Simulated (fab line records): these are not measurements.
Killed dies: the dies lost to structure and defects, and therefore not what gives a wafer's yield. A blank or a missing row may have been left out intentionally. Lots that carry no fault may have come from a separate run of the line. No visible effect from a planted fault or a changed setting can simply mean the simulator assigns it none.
Problem report in the 8D (eight disciplines) form, filled by code -- flow gf180mcu -- the parts of the form that need people (team, actions taken, sign-off) are left out

== 1. WHAT IS WRONG ==
Wafers without a fault read 0.4001 Pa, standard deviation 0.00082; chamber_pressure_pa at GF_M2_SPUTTER_04 reads a mean of 0.2289 Pa on 6 wafers belonging to 2 lots. So: -99 or more standard deviations from the usual mean.
The step: material TiN, target thk 50 nm, time 41.7 s.
Earliest sighting: wafer L975.1 on pvd_sputter-04 at day 19 17:52. The record has a number at this step for 18 wafers belonging to 6 lots. The rule behind "out" and "out of limits": a value lying over 4 standard deviations away from the usual mean. The rest of the wafers with a number are treated as sound.

== 2. WHAT THIS IS AND IS NOT ==
question,is,is not
which readings at this step,"chamber_pressure_pa, throttle_valve_pct",-
which lots,"L975, L976","L973, L985, L988, L992"
which wafers of those lots,all that have a number,-
read on which tools,pvd_sputter-04,"pvd_sputter-01, pvd_sputter-03"
when,from day 19 17:52,"up to then (3 sound wafers); but 9 sound wafers of L985, L988, L992 came after"

== 3. WHAT RULES OUT EACH SUSPECT ==
Counting: a tool at a process step up to the reading stays a suspect if it ran every lot that is out and no sound lot after the first of them.
- cmp-01 at GF_V1_CMP_26 (polishes, stops on SiO2, t overpolish 15 s, target thk 0 nm): ruled out as a lasting fault. Following L975 (day 19 17:23), the first lot on it that is out, the sound lots L988, L992 were run on it.
- pvd_sputter-04 at GF_M2_SPUTTER_01 (material TiN, target thk 30 nm, time 25 s): ruled out as a lasting fault. Following L975 (day 19 17:47), the first lot on it that is out, the sound lots L988, L992 were run on it.
- pvd_sputter-04 at GF_M2_SPUTTER_03 (material Ti, target thk 10 nm, time 6.7 s): ruled out as a lasting fault. Following L975 (day 19 17:50), the first lot on it that is out, the sound lots L988, L992 were run on it.
- pvd_sputter-04 at GF_M2_SPUTTER_04 (material TiN, target thk 50 nm, time 41.7 s): ruled out as a lasting fault. Following L975 (day 19 17:52), the first lot on it that is out, the sound lots L988, L992 were run on it.
Left after counting: nothing in the record.

== 4. THE CAUSE (what the simulator had put in) ==
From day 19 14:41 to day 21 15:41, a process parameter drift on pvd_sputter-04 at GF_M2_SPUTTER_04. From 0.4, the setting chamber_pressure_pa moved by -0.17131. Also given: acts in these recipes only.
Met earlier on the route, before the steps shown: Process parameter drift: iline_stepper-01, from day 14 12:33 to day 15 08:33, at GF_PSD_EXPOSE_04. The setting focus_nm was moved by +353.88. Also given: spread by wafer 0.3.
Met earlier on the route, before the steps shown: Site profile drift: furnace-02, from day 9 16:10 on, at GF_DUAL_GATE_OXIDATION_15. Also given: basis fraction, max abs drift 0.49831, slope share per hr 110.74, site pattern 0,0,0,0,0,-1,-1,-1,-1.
Counting ruled it out, wrongly.

== 5. THE EFFECT CHAIN, in route order ==
Rows list readings where the struck wafers' mean (over those with a number) sits beyond 3 standard deviations from the usual. Only readings for which the record gives a usual standard deviation are gone through. hours: the time from each lot's start at the first step in this table that gives one to its start at this step, as a median over the lots. sigmas: the change in usual standard deviations.
hours,step,reading,usual,on struck wafers,change,sigmas
0,GF_M2_SPUTTER_04,chamber_pressure_pa,0.4001 Pa,0.2289,-0.1712,-99 or more
0,GF_M2_SPUTTER_04,throttle_valve_pct,29.8 %,39.6,+9.8,+8.9
The process steps in it:
- GF_M2_SPUTTER_04: material TiN, target thk 50 nm, time 41.7 s.
At these later measuring or inspecting steps, every struck wafer for which the step has a row has a number for every such reading, and none has moved that far: GF_M2_RS_MEAS_05, GF_M2_THK_MEAS_06, GF_M2_CD_MEAS_14, GF_M2_OVL_MEAS_15, GF_V2_THK_MEAS_01, GF_V2_THK_MEAS_03, GF_V2_BOW_MEAS_05.

== 6. HOW IT WOULD HAVE BEEN CAUGHT EARLIER ==
The fault began at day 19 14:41; the first out-of-limits reading in this record came at day 19 17:52, 3 hours later.
